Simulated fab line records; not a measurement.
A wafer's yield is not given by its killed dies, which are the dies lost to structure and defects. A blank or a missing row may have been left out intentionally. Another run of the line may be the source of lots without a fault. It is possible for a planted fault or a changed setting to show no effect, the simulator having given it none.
fab line records	flow sky130
record lots=6	wafers=18	last-day=50
route steps=708 shown LDD_N@240 PAD_OPEN@708
lots untouched by any fault: they come from a run of this same line in which no faults occurred
start-h: the number of hours between the record's first day and the start of the first shown wafer of the lot	wait-h: hours from the lot's prior step to this one	" the same as in the row above	L1.1+2: a single row standing in for several wafers	- either no value or no given start	* or withheld: withheld	< > ~ a bound
route shown NAME@n: names a module that has steps shown in the file, with the first one's number in the route	usual: mean/standard deviation of fault-free wafers	same: alike in all rows	chamber/n: place in a boat	sites: each site's reading	_std_site: the standard deviation of these	_edge_site: mean of outer sites minus mean of inner sites	radius-mm: for every site, how far away it sits from the centre of the wafer	mask NAME#n: copy n	behind: the most recent tool/chamber to have shaped the wafer	hold: why the lot went on hold/how many hours it stayed there/how the hold came to an end	device: whichever transistor did not switch (one of n, p or np)	end of line: the same wafers' tests at the end of the route	step lacking rows: just its recipe	killed: not the wafer's yield, but the dies lost to structure and defects at the first sort	map: a wafer's dies, x killed, . not, _ none there
set.NAME: the run value of the setting; set.NAME@STEP: its run value at that earlier step	model.NAME: the simulator's own value behind a step, which no gauge read
lots at some steps of the route; a table a step, a row a wafer
services: when a tool's chamber went out of use (start-h, in hours from the record's first day, below 0 if earlier), for how many hours, and the reason
## steps
# step SKY_LDD_N_SOFTBAKE_03
# recipe temp-c=90	time-s=60	resist=NOVOLAK
# step SKY_LDD_N_EXPOSE_04
# recipe mask-id=NTM	target-cd-nm=840	na=0.6	source-shape=conventional	sigma-outer=0.6	dose-mj=110
# step SKY_LDD_N_PEB_05
# recipe temp-c=withheld	time-s=*	resist=NOVOLAK
# step SKY_LDD_N_DEVELOP_06
# recipe develop-time-s=60	dev-temp-c=23
# step SKY_LDD_N_OVL_MEAS_07
# usual LDD_N_OVL=-0.5/1.7
lot.wafer	tool	chamber	start-h	wait-h	LDD_N_OVL[nm]
L405.3	overlay-01	-	389.80	0.1	-0.4
L405.4	"	-	"	"	-0.2
L405.6	"	-	"	"	1.0
L416.2	overlay-02	-	497.49	0.1	-0.1
L416.3	"	-	"	"	-1.4
L416.6	"	-	"	"	0.0
L422.4	overlay-01	-	550.75	0.1	-0.1
L422.5	"	-	"	"	-0.3
L422.6	"	-	"	"	1.4
L423.2	overlay-02	-	553.64	0.1	2.0
L423.5	"	-	"	"	2.8
L423.6	"	-	"	"	0.3
L427.2	overlay-01	-	586.08	0.1	0.4
L427.4	"	-	"	"	-0.6
L427.6	"	-	"	"	0.5
L428.2	overlay-01	-	601.38	0.1	2.6
L428.3	"	-	"	"	2.7
L428.5	"	-	"	"	3.7
# step SKY_LDD_N_IMPLANT_08
# recipe species=As	energy-kev=20	dose-cm2=7.5e+13	tilt-deg=withheld	rotation-deg=23
# step SKY_LDD_N_IMPLANT_09
# recipe species=As	energy-kev=20	dose-cm2=7.5e+13	tilt-deg=withheld	rotation-deg=113
# step SKY_LDD_N_IMPLANT_10
# recipe species=As	energy-kev=20	dose-cm2=7.5e+13	tilt-deg=withheld	rotation-deg=203
# step SKY_LDD_N_IMPLANT_11
# recipe species=As	energy-kev=20	dose-cm2=7.5e+13	tilt-deg=withheld	rotation-deg=293
# step SKY_LDD_N_IMPLANT_12
# recipe species=BF2	energy-kev=50	dose-cm2=5e+12	tilt-deg=30	rotation-deg=0
# step SKY_LDD_N_IMPLANT_13
# recipe species=BF2	energy-kev=50	dose-cm2=5e+12	tilt-deg=30	rotation-deg=90
# step SKY_LDD_N_IMPLANT_14
# recipe species=BF2	energy-kev=50	dose-cm2=5e+12	tilt-deg=30	rotation-deg=180
# step SKY_LDD_N_IMPLANT_15
# recipe species=BF2	energy-kev=50	dose-cm2=5e+12	tilt-deg=30	rotation-deg=270
# usual dose-ions-cm2=5e+12/5.2e+09	faraday-current-uA=28.3/0.57
lot.wafer	tool	chamber	start-h	wait-h	dose-ions-cm2	faraday-current-uA
L405.3	implanter-01	0	390.92	0.1	4.998e+12	27.1
L405.4	"	0	"	"	5.004e+12	28.5
L405.6	"	0	"	"	4.993e+12	28.2
L416.2	implanter-02	0	498.59	0.1	5.006e+12	28.2
L416.3	"	0	"	"	4.998e+12	28.1
L416.6	"	0	"	"	4.996e+12	28.9
L422.4	implanter-02	0	551.89	0.1	2.202e+12	12.6
L422.5	"	0	"	"	2.197e+12	12.4
L422.6	"	0	"	"	2.194e+12	12.3
L423.2	implanter-02	0	554.74	0.1	2.193e+12	12.4
L423.5	"	0	"	"	2.195e+12	12.7
L423.6	"	0	"	"	2.186e+12	12.7
L427.2	implanter-03	0	587.27	0.1	5.002e+12	29.2
L427.4	"	0	"	"	5.002e+12	29.1
L427.6	"	0	"	"	5.003e+12	27.9
L428.2	implanter-03	0	602.49	0.1	5.001e+12	28.1
L428.3	"	0	"	"	4.998e+12	28.0
L428.5	"	0	"	"	5.006e+12	28.4
# step SKY_LDD_N_STRIP_16
# recipe chemistry=O2/N2	power-w=1400	pressure-mtorr=1500	platen-temp-c=withheld	o2-flow-sccm=3000	n2-flow-sccm=300	overash-fraction=0.5
# usual drypump-motor-current-A=5.5/0.34	oes-product-au=0.406/0.0045	strip-time-to-endpoint-s=4.309/0.015
lot.wafer	tool	chamber	start-h	wait-h	drypump-motor-current-A	oes-product-au	rf-hours-counter-h	strip-time-to-endpoint-s
L405.3	plasma-asher-01	0	391.05	0.1	5.9	0.411	-	4.319
L405.4	"	1	"	"	5.4	0.397	-	4.284
L405.6	"	0	"	"	5.9	0.404	-	4.295
L416.2	plasma-asher-03	0	498.72	0.1	5.5	0.400	6	4.308
L416.3	"	1	"	"	5.9	0.401	-	4.315
L416.6	"	1	"	"	5.9	0.406	-	4.329
L422.4	plasma-asher-03	0	552.00	0.1	5.5	0.410	-	4.310
L422.5	"	0	"	"	5.5	0.408	-	4.314
L422.6	"	1	"	"	5.9	0.399	-	4.300
L423.2	plasma-asher-03	0	554.87	0.1	5.5	0.407	12	4.296
L423.5	"	1	"	"	5.9	0.401	-	4.272
L423.6	"	0	"	"	5.5	0.405	-	4.283
L427.2	plasma-asher-01	0	587.39	0.1	6.0	0.405	89	4.305
L427.4	"	1	"	"	5.4	0.413	-	4.329
L427.6	"	0	"	"	5.9	0.398	-	4.311
L428.2	plasma-asher-04	1	602.61	0.1	4.8	0.409	81	4.327
L428.3	"	1	"	"	4.9	0.407	-	4.293
L428.5	"	0	"	"	5.4	0.401	-	4.300
# step SKY_PAD_OPEN_PROBE_99
# usual killed_at_M0_to_M3=44/7.2	killed_at_M4_up=3.0/1.9	killed-at-contacts=25/4.8	killed-at-front-end=16/4.2	killed-at-other=0.2/0.44	killed-dies=88/9.3	killed-open=48/7.1	killed-short=40/6.5
# same gross-dies=492	killed-at-back-side=0
lot.wafer	tool	chamber	start-h	wait-h	killed_at_M0_to_M3	killed_at_M4_up	killed-at-contacts	killed-at-front-end	killed-at-other	killed-dies	killed-open	killed-short	model.etest.nfet_01v8_turned.drive-ua-um	model.etest.tip-n.rs-ohm-sq	model.etest.nfet_01v8_turned.off-log10-a-um	model.etest.nfet_01v8_turned.vt-sat-v	model.etest.nfet_01v8_lvt.vt-sat-v	model.etest.nfet_01v8_turned.vt-v	model.etest.nfet_01v8_swapped.vt-sat-v	model.etest.nfet_01v8.vt-sat-v
L405.3	prober-02	-	1064.20	0.2	41	0	21	14	0	76	46	30	491.5	443.5	-13.37	0.6609	0.5514	0.7061	0.6613	0.6571
L405.4	prober-02	-	1064.25	0.2	44	3	20	17	0	84	49	35	491.1	444.2	-13.39	0.6607	0.5446	0.7103	0.6623	0.659
L405.6	prober-02	-	1064.35	0.2	48	1	18	17	1	85	41	44	483.9	441	-13.54	0.6675	0.5548	0.7134	0.6665	0.6633
L416.2	prober-01	-	1138.53	0.1	35	3	16	20	0	74	44	30	504.9	441.3	-13.32	0.6468	0.5359	0.6975	0.6455	0.6479
L416.3	prober-01	-	1138.58	0.2	45	3	18	19	0	85	44	41	494.4	448.5	-13.46	0.6599	0.5471	0.705	0.6577	0.6589
L416.6	prober-01	-	1138.73	0.2	37	4	13	12	0	66	29	37	502.7	444	-13.36	0.648	0.5419	0.6992	0.6541	0.6519
L422.4	prober-01	-	1168.67	0.2	54	6	22	13	0	95	53	42	540.5	434.5	-13.14	0.5989	0.5035	0.6791	0.6292	0.6247
L422.5	prober-01	-	1168.72	0.2	41	4	15	12	0	72	37	35	532	437.1	-13.21	0.6061	0.5083	0.6825	0.6326	0.6234
L422.6	prober-01	-	1168.77	0.2	36	1	21	17	0	75	43	32	516.7	435.2	-13.28	0.6208	0.5232	0.6929	0.6477	0.6392
L423.2	prober-02	-	1170.05	0.1	42	3	37	25	0	107	64	43	536.8	438.1	-13.16	0.6024	0.5073	0.6779	0.628	0.6275
L423.5	prober-02	-	1170.20	0.2	40	4	23	15	0	82	30	52	526.2	438.8	-13.13	0.6143	0.5196	0.6843	0.6397	0.6374
L423.6	prober-02	-	1170.25	0.2	47	2	17	15	0	81	39	42	517	439.2	-13.26	0.6143	0.5238	0.6848	0.6387	0.6371
L427.2	prober-01	-	1187.38	0.1	37	5	24	11	0	77	42	35	494.2	442.7	-13.29	0.6576	0.5409	0.7079	0.6601	0.6538
L427.4	prober-01	-	1187.48	0.2	46	9	16	13	0	84	44	40	503.8	445.5	-13.38	0.6503	0.523	0.7063	0.646	0.6418
L427.6	prober-01	-	1187.58	0.2	43	1	23	20	0	87	47	40	493.5	439.1	-13.43	0.6513	0.5288	0.7026	0.6498	0.6464
L428.2	prober-01	-	1196.55	0.1	60	1	22	21	1	105	57	48	490.3	443.4	-13.49	0.6625	0.5395	0.7145	0.6638	0.648
L428.3	prober-01	-	1196.60	0.2	41	4	21	19	0	85	51	34	490.9	443	-13.25	0.659	0.5413	0.7106	0.6628	0.655
L428.5	prober-01	-	1196.70	0.2	41	5	18	13	0	77	48	29	482.2	445.7	-13.47	0.6722	0.559	0.7172	0.6677	0.6669
# killed by level:class
L405.3 VIA1:geometric-particle:open=13 LI_CONTACT:geometric-particle:open=7 CONTACT:geometric-particle:open=6 METAL1:geometric-particle:short=5 VIA2:geometric-particle:open=5 VIA3:geometric-particle:open=5 POLY_GATE:geometric-particle:short=4 LI_CONTACT:geometric-particle:short=4
L405.4 VIA1:geometric-particle:open=14 CONTACT:geometric-particle:open=7 CONTACT:geometric-particle:short=6 METAL2:geometric-particle:short=6 VIA2:geometric-particle:open=6 POLY_GATE:geometric-particle:open=5 LI_CONTACT:geometric-particle:open=5 METAL1:geometric-particle:short=5
L405.6 VIA1:geometric-particle:open=11 METAL1:geometric-particle:short=9 METAL2:geometric-particle:short=8 LI_CONTACT:geometric-particle:open=6 FIELD_ISO:geometric-particle:short=5 POLY_GATE:geometric-particle:open=5 VIA3:geometric-particle:open=5 VIA3:geometric-particle:short=4
L416.2 POLY_GATE:geometric-particle:open=8 VIA1:geometric-particle:open=8 LI_CONTACT:geometric-particle:open=7 VIA3:geometric-particle:open=7 POLY_GATE:geometric-particle:short=6 CONTACT:geometric-particle:open=5 METAL1:geometric-particle:short=5 VIA2:geometric-particle:open=5
L416.3 VIA1:geometric-particle:open=11 VIA2:geometric-particle:open=9 CONTACT:geometric-particle:open=8 METAL1:geometric-particle:short=7 FIELD_ISO:geometric-particle:open=5 VIA1:geometric-particle:short=5 FIELD_ISO:geometric-particle:short=4 LOCAL_INTERCONNECT:geometric-particle:short=4
L416.6 METAL1:geometric-particle:short=7 VIA3:geometric-particle:open=5 VIA2:geometric-particle:open=5 POLY_GATE:geometric-particle:open=4 VIA1:geometric-particle:short=4 VIA1:geometric-particle:open=4 VIA2:geometric-particle:short=4 METAL3:geometric-particle:short=4
L422.4 VIA1:geometric-particle:open=16 LOCAL_INTERCONNECT:geometric-particle:short=8 VIA2:geometric-particle:open=8 METAL1:geometric-particle:short=6 POLY_GATE:geometric-particle:open=5 LI_CONTACT:geometric-particle:open=5 VIA3:geometric-particle:open=5 CONTACT:geometric-particle:short=4
L422.5 VIA1:geometric-particle:open=11 VIA3:geometric-particle:open=10 METAL1:geometric-particle:short=7 LI_CONTACT:geometric-particle:open=4 LOCAL_INTERCONNECT:geometric-particle:short=4 VIA2:geometric-particle:open=4 METAL4:geometric-particle:short=4 FIELD_ISO:geometric-particle:short=3
L422.6 VIA1:geometric-particle:open=9 FIELD_ISO:geometric-particle:open=6 VIA3:geometric-particle:open=6 CONTACT:geometric-particle:open=6 METAL1:geometric-particle:short=6 POLY_GATE:geometric-particle:open=5 LOCAL_INTERCONNECT:geometric-particle:short=4 LI_CONTACT:geometric-particle:short=4
L423.2 CONTACT:geometric-particle:open=16 LI_CONTACT:geometric-particle:open=10 VIA1:geometric-particle:open=9 FIELD_ISO:geometric-particle:short=8 POLY_GATE:geometric-particle:open=8 VIA2:geometric-particle:open=8 LOCAL_INTERCONNECT:geometric-particle:short=6 METAL3:geometric-particle:short=5
L423.5 CONTACT:geometric-particle:short=9 VIA2:geometric-particle:open=7 VIA3:geometric-particle:open=7 VIA1:geometric-particle:short=6 LOCAL_INTERCONNECT:geometric-particle:short=6 FIELD_ISO:geometric-particle:short=5 LI_CONTACT:geometric-particle:open=5 METAL1:geometric-particle:short=5
L423.6 VIA1:geometric-particle:open=8 VIA3:geometric-particle:open=7 METAL1:geometric-particle:short=6 METAL2:geometric-particle:short=6 VIA2:geometric-particle:open=6 LI_CONTACT:geometric-particle:open=5 POLY_GATE:geometric-particle:short=4 LOCAL_INTERCONNECT:geometric-particle:short=4
L427.2 CONTACT:geometric-particle:open=11 VIA1:geometric-particle:open=8 VIA2:geometric-particle:open=6 METAL2:geometric-particle:short=6 METAL3:geometric-particle:short=6 LI_CONTACT:geometric-particle:open=4 LOCAL_INTERCONNECT:geometric-particle:short=4 METAL1:geometric-particle:short=4
L427.4 VIA1:geometric-particle:open=12 VIA1:geometric-particle:short=9 VIA2:geometric-particle:open=7 METAL4:geometric-particle:short=7 FIELD_ISO:geometric-particle:open=5 CONTACT:geometric-particle:short=5 METAL1:geometric-particle:short=4 CONTACT:geometric-particle:open=4
L427.6 METAL2:geometric-particle:short=10 FIELD_ISO:geometric-particle:open=9 LI_CONTACT:geometric-particle:open=8 CONTACT:geometric-particle:open=8 VIA3:geometric-particle:open=7 FIELD_ISO:geometric-particle:short=6 METAL1:geometric-particle:short=6 VIA2:geometric-particle:open=4
L428.2 VIA2:geometric-particle:open=13 CONTACT:geometric-particle:open=8 VIA1:geometric-particle:open=8 VIA2:geometric-particle:short=8 VIA3:geometric-particle:open=8 LI_CONTACT:geometric-particle:open=7 FIELD_ISO:geometric-particle:short=6 FIELD_ISO:geometric-particle:open=5
L428.3 LI_CONTACT:geometric-particle:open=8 CONTACT:geometric-particle:open=8 VIA3:geometric-particle:open=8 POLY_GATE:geometric-particle:open=6 METAL1:geometric-particle:short=6 VIA2:geometric-particle:open=6 FIELD_ISO:geometric-particle:short=5 METAL1:geometric-particle:open=5
L428.5 VIA1:geometric-particle:open=8 FIELD_ISO:geometric-particle:open=7 CONTACT:geometric-particle:open=7 VIA2:geometric-particle:open=5 LI_CONTACT:geometric-particle:open=5 CONTACT:geometric-particle:short=5 METAL1:geometric-particle:short=5 VIA1:geometric-particle:short=4
## services
tool	chamber	start-h	hours	kind
plasma-asher-01	-	415.83	0.4	repair
implanter-02	-	420.97	4.2	pm
plasma-asher-03	-	421.25	9.0	pm
plasma-asher-03	0	421.25	9.0	vent-cycle
plasma-asher-03	1	421.25	9.0	vent-cycle
plasma-asher-03	-	427.01	0.8	repair
plasma-asher-03	0	430.25	-	clean
plasma-asher-03	1	430.25	-	clean
plasma-asher-01	-	431.53	0.6	repair
implanter-03	-	433.54	4.8	pm
plasma-asher-03	-	453.94	3.0	repair
implanter-01	-	476.79	1.8	repair
implanter-02	-	481.34	2.6	repair
implanter-01	-	496.41	213.8	pm
plasma-asher-04	-	534.79	4.5	repair
plasma-asher-03	-	555.32	2.6	repair
implanter-03	-	577.96	8.2	repair
plasma-asher-03	-	586.27	9.3	repair
## key
first-sign step=SKY_LDD_N_IMPLANT_15	reading=dose-ions-cm2	direction=down	sigmas=99+	usual=*	struck=*
effect step=SKY_LDD_N_IMPLANT_15	reading=faraday-current-uA	direction=down	sigmas=28	usual=28.3	struck=12.5
model-effect step=SKY_PAD_OPEN_PROBE_99	value=etest.nfet_01v8_turned.drive-ua-um	without=510.7	struck=528.2
met-at SKY_LDD_N_IMPLANT_15
struck-wafers L422.4,L422.5,L422.6,L423.2,L423.5,L423.6
tester-left-out L422,L423
onset-between 498.59 551.89
fault kind=process-parameter-drift	tool=implanter-02	chamber=-	onset-h=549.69	steps=SKY_LDD_N_IMPLANT_15	channel=dose-cm2	offset=*	shape=step	end-h=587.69	acts-in=*	stated=*
# tester-left-out: of these lots the tester's yield and bins aren't shown, on N5 and GAA mostly nor the transistor test; their killed dies are dies lost to structure and defects alone, not to doping, threshold or leakage, so they don't give the yield
